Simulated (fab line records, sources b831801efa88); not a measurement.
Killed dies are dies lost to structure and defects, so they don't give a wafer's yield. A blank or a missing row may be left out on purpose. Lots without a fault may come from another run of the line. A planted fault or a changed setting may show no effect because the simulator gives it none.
Which tool did it? | flow sky130 | 13 lots, 39 wafers sampled, at 2 steps of a route of 708

WHAT THE GAUGES READ, wafer by wafer
SKY_VT_ADJUST_NCORE_OVL_MEAS_08. Usual: VT_ADJUST_NCORE_OVL -0.5 nm, standard deviation 1.4.
lot  | measured     | on         | VT_ADJUST_NCORE_OVL (nm) | flag
L510 | day 8 18:00  | overlay-02 | -0.1 -0.9 -0.9           |
L511 | day 8 23:14  | overlay-01 | 1.1 -1.3 -2.0            |
L512 | day 9 08:26  | overlay-02 | 0.0 -0.8 -2.1            |
L513 | day 9 12:29  | overlay-01 | -2.1 -2.4 0.1            |
L514 | day 9 22:26  | overlay-01 | -1.5 -0.6 -0.9           |
L515 | day 10 10:41 | overlay-02 | 2.1 0.5 -1.5             |
L518 | day 11 05:20 | overlay-01 | -0.3 -0.8 0.8            |
L521 | day 12 05:41 | overlay-02 | -1.6 0.7 -2.5            |
L523 | day 12 15:14 | overlay-01 | -1.1 0.1 -0.2            |
L524 | day 13 02:40 | overlay-02 | -1.6 -2.1 -1.9           |
L525 | day 13 05:26 | overlay-02 | 0.7 1.8 1.3              |
L526 | day 13 12:37 | overlay-02 | 3.3 1.7 2.4              |
L532 | day 15 16:26 | overlay-02 | -1.0 -0.8 -0.8           |

WHICH TOOL RAN EACH LOT (tool, then ch and the chambers of the sampled wafers, then the start)
lot  | SKY_VT_ADJUST_LVTN_STRIP_20
L510 | plasma_asher-04 ch 0,1, day 7 20:53
L511 | plasma_asher-02 ch 0,1, day 8 01:51
L512 | plasma_asher-04 ch 0,1, day 8 10:35
L513 | plasma_asher-04 ch 0,1, day 8 14:35
L514 | plasma_asher-04 ch 0,1, day 9 00:20
L515 | plasma_asher-01 ch 0, day 9 12:01
L518 | plasma_asher-01 ch 0,1, day 10 06:00
L521 | plasma_asher-04 ch 1, day 11 05:10
L523 | plasma_asher-04 ch 1, day 11 15:06
L524 | plasma_asher-04 ch 0,1, day 12 02:45
L525 | plasma_asher-04 ch 0,1, day 12 04:52
L526 | plasma_asher-04 ch 0, day 12 12:49
L532 | plasma_asher-01 ch 0,1, day 14 14:03
- SKY_VT_ADJUST_LVTN_STRIP_20: strips in O2/N2.

WHAT THE TOOLS THEMSELVES READ (means of the sampled wafers that have a number; where no wafer has one, the mark that the record gives instead)
SKY_VT_ADJUST_LVTN_STRIP_20. Usual: drypump_motor_current_A 5.9 A, standard deviation 0.56; oes_product_au 0.715 a.u., standard deviation 0.0052; strip_time_to_endpoint_s 14.17 s, standard deviation 0.042.
lot  | tool            | drypump_motor_current_A (A) | oes_product_au (a.u.) | strip_time_to_endpoint_s (s) | flag
L510 | plasma_asher-04 | 6.2                         | 0.718                 | 14.16                        |
L511 | plasma_asher-02 | 5.7                         | 0.719                 | 14.18                        |
L512 | plasma_asher-04 | 5.7                         | 0.717                 | 14.19                        |
L513 | plasma_asher-04 | 6.2                         | 0.717                 | 14.16                        |
L514 | plasma_asher-04 | 5.8                         | 0.714                 | 14.23                        |
L515 | plasma_asher-01 | 5.3                         | 0.719                 | 14.14                        |
L518 | plasma_asher-01 | 6.0                         | 0.712                 | 14.09                        |
L521 | plasma_asher-04 | 6.6                         | 0.716                 | 14.24                        |
L523 | plasma_asher-04 | 6.6                         | 0.714                 | 14.13                        |
L524 | plasma_asher-04 | 5.7                         | 0.717                 | 14.12                        |
L525 | plasma_asher-04 | 6.2                         | 0.714                 | 14.16                        |
L526 | plasma_asher-04 | 5.4                         | 0.716                 | 14.24                        |
L532 | plasma_asher-01 | 6.0                         | 0.714                 | 14.19                        |

THE ANSWER, worked out from the rows above alone
Rule: a lot is off if the mean of its wafers that have a number lies more than 3 standard deviations from the usual mean. A lot without any number at a reading at which 4 lots or more have one is off too. The other lots that the step has rows for count as sound. The gauges are gone through in route order, then the tools' own readings, and for those a lot's mean is taken as printed above. The first step at which some lot is off is used, and at that step the reading that is off furthest; a lot without a number counts as furthest.
No lot is off at any reading shown: from this, nothing can be told.

WHAT THE SIMULATOR HAD PUT IN
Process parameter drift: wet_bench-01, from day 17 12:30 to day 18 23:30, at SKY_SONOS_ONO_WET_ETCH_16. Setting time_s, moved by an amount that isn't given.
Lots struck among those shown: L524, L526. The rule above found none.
